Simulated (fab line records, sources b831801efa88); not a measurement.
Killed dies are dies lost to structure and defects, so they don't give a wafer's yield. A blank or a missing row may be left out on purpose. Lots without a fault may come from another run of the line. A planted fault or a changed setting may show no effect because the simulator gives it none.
One fault seen from 2 desks | flow gf180mcu | each desk has only its own numbers; what lay behind them comes last

THE TOOL OWNER'S DESK: pecvd-02
The tool's own readings at GF_MIM_CVD_05 (deposits Si3N4, target thk 42 nm, time 29.086 s): means of the sampled wafers that have a number, for each lot that ran on this tool. A lot is out of limits, marked OUT, if its mean lies more than 4 standard deviations from the usual mean; the brackets give that distance.
Columns: A = heater_power_w at GF_MIM_CVD_05, usual 649 W; B = run_length_s at GF_MIM_CVD_05, usual 57.0 s
lot  | first seen here | A   | B
L465 | day 24 10:29    | 682 | 57.3
L468 | day 25 16:07    | 586 | 57.1
L469 | day 25 18:17    | 648 | 57.4
L473 | day 27 07:47    | 643 | 58.4
L476 | day 28 05:46    | 650 | 58.0
L475 | day 28 08:13    | 607 | 58.2
This desk's finding: nothing out of limits on any of the 6 lots.

THE METROLOGY DESK
What the gauges read, lot by lot, whatever tool the lot ran on: means of the sampled wafers that have a number. A lot is out of limits, marked OUT, if its mean lies more than 4 standard deviations from the usual mean; the brackets give that distance.
Columns: A = V3_W_RS at GF_V3_RS_MEAS_24, usual 0.346 ohm/sq; B = cd_nm at GF_M4_CD_MEAS_14, usual 280.2 nm; C = V4_CVD_00_THK at GF_V4_THK_MEAS_01, usual 600 nm; D = MIM_CVD_05_THK at GF_MIM_THK_MEAS_06, usual 42.1 nm
lot  | first seen here | A     | B     | C   | D
L465 | day 22 08:56    | 0.347 | 278.9 | 606 | 41.9
L466 | day 22 13:30    | 0.348 | 279.8 | 598 | 41.7
L468 | day 23 15:16    | 0.347 | 280.3 | 602 | 42.2
L469 | day 23 19:07    | 0.347 | 279.8 | 600 | 42.2
L472 | day 24 23:16    | 0.343 | 280.8 | 606 | 42.7
L473 | day 25 10:47    | 0.346 | 281.0 | 599 | 43.1
L476 | day 26 10:43    | 0.345 | 279.6 | 596 | 44.3
L475 | day 26 12:39    | 0.349 | 281.8 | 600 | 44.2
L482 | day 28 10:04    | 0.344 | 279.3 | 601 | 41.8
L483 | day 28 13:01    | 0.351 | 280.6 | 601 | 42.3
L485 | day 29 01:02    | 0.346 | 279.4 | 598 | 42.0
L487 | day 29 12:43    | 0.347 | 280.1 | 605 | 41.3
L488 | day 29 16:57    | 0.347 | 281.3 | 601 | 43.0
This desk's finding: nothing out of limits on any of the 13 lots.

PUT TOGETHER
The tool owner's desk saw nothing out of limits.
The metrology desk saw nothing out of limits.

WHAT THE SIMULATOR HAD PUT IN
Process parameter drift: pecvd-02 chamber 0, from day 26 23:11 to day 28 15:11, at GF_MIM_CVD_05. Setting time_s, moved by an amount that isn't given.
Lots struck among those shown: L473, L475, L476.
